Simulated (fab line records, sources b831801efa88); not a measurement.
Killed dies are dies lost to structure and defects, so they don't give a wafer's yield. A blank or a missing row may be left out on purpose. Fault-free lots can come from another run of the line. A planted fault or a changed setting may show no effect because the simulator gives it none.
The tool behind it: which one? ; flow gf180mcu ; 12 lots with 36 wafers sampled at 3 steps, on a route of 602 steps

## WHAT THE GAUGES READ, wafer by wafer
GF_M4_CD_MEAS_14: the cd target is 280 nm.
lot;measured;on;cdNm (nm)
L796;day 23 20:23;cdSem-02;278.5 278.9 279.8
L797;day 24 08:33;cdSem-01;276.8 277.3 277.1
L802;day 25 21:26;cdSem-02;280.1 280.2 280.2
L807;day 28 02:37;cdSem-01;279.7 279.2 280.6
L808;day 28 19:11;cdSem-01;278.4 279.3 278.3
L810;day 28 20:13;cdSem-02;280.1 281.3 279.7
L811;day 29 04:25;cdSem-01;279.2 280.6 279.2
L812;day 29 08:53;cdSem-02;279.4 280.4 280.2
L813;day 29 11:58;cdSem-02;280.0 280.2 279.0
L814;day 29 17:58;cdSem-01;279.5 280.4 280.8
L816;day 30 05:43;cdSem-01;279.7 278.3 278.5
L818;day 30 21:48;cdSem-01;278.9 280.5 279.5

## WHICH TOOL RAN EACH LOT (tool, then ch and the chambers of the sampled wafers, then the start)
lot;GF_V2_ETCH_16;GF_V3_ETCH_16
L796;rieDiel-01 ch 0,2,3, day 20 17:56;rieDiel-02 ch 0,1,2, day 22 19:16
L797;rieDiel-01 ch 0,1, day 21 06:04;rieDiel-01 ch 1,2,3, day 23 08:05
L802;rieDiel-03 ch 2,3, day 22 21:43;rieDiel-02 ch 0,1,2, day 24 22:24
L807;rieDiel-03 ch 1,2, day 25 08:04;rieDiel-01 ch 0,1,3, day 27 04:50
L808;rieDiel-01 ch 0,3, day 26 00:53;rieDiel-01 ch 0,1,3, day 27 20:33
L810;rieDiel-02 ch 0,2, day 26 02:06;rieDiel-01 ch 0,2,3, day 27 22:51
L811;rieDiel-01 ch 2,3, day 26 11:56;rieDiel-01 ch 1,2,3, day 28 07:41
L812;rieDiel-02 ch 1,2,3, day 26 15:33;rieDiel-01 ch 0,2,3, day 28 11:45
L813;rieDiel-03 ch 0,1,2, day 26 20:13;rieDiel-02 ch 0,2,3, day 28 15:09
L814;rieDiel-02 ch 0,3, day 27 02:35;rieDiel-02 ch 0,1,3, day 28 21:23
L816;rieDiel-01 ch 0,1,3, day 27 14:42;rieDiel-02 ch 0,2,3, day 29 09:33
L818;rieDiel-02 ch 0,2,3, day 28 08:56;rieDiel-04 ch 0,1,2, day 30 01:38
- GF_V2_ETCH_16: etches BARC in N2/H2.
- GF_V3_ETCH_16: etches BARC in N2/H2.

## WHAT THE TOOLS THEMSELVES READ (means of the sampled wafers that have a number; where no wafer has one, the mark that the record gives instead)
GF_V2_ETCH_16.
lot;tool;drypumpMotorCurrentA (A);h2FlowSccm (sccm);oesProductAu (a.u.);throttleValvePct (%)
L796;rieDiel-01;5.9;200.3;0.853;13.222
L797;rieDiel-01;5.7;199.6;0.859;13.226
L802;rieDiel-03;5.4;200.0;0.856;13.225
L807;rieDiel-03;5.6;199.3;0.857;13.222
L808;rieDiel-01;5.5;200.5;0.854;13.221
L810;rieDiel-02;6.0;199.6;0.855;13.226
L811;rieDiel-01;6.1;200.3;0.854;13.227
L812;rieDiel-02;5.6;200.0;0.856;13.221
L813;rieDiel-03;5.9;199.9;0.857;13.228
L814;rieDiel-02;5.8;200.1;0.858;13.226
L816;rieDiel-01;5.6;199.9;0.850;13.222
L818;rieDiel-02;5.7;201.2;0.852;13.225

GF_V3_ETCH_16.
lot;tool;drypumpMotorCurrentA (A);h2FlowSccm (sccm);oesProductAu (a.u.);throttleValvePct (%)
L796;rieDiel-02;5.9;200.4;0.851;13.221
L797;rieDiel-01;6.1;199.8;0.858;13.224
L802;rieDiel-02;5.9;199.9;0.850;13.227
L807;rieDiel-01;5.6;199.9;0.854;13.221
L808;rieDiel-01;5.6;200.2;0.857;13.224
L810;rieDiel-01;5.9;200.5;0.851;13.230
L811;rieDiel-01;6.1;200.4;0.861;13.225
L812;rieDiel-01;5.9;199.5;0.853;13.219
L813;rieDiel-02;5.7;199.9;0.854;13.231
L814;rieDiel-02;5.7;200.3;0.852;13.212
L816;rieDiel-02;5.7;200.1;0.851;13.217
L818;rieDiel-04;5.7;200.0;0.856;13.215

## THE ANSWER, worked out from the rows above alone
Rule: the usual values come from the lots themselves. The widest of any qualifying gaps counts: lots, ordered by their means at a reading, are off when they make up no more than a third of the lots, leave a main group of 4 or more, and stand apart from it by 3 or more times the standard deviation of that group's means. Not used: any main group whose means are identical at the precision the tables above print for the reading. A lot without any number at a reading at which 4 lots or more have one is off too. Any other lot the step has rows for is counted as sound. First the gauges in route order, then the tools' own readings, where a lot's mean is used as printed above. The first step at which some lot is off is used, and at that step the reading that is off furthest; a lot without a number counts as furthest.
None of the lots is off at any reading shown; this tells nothing.

## WHAT THE SIMULATOR HAD INSERTED
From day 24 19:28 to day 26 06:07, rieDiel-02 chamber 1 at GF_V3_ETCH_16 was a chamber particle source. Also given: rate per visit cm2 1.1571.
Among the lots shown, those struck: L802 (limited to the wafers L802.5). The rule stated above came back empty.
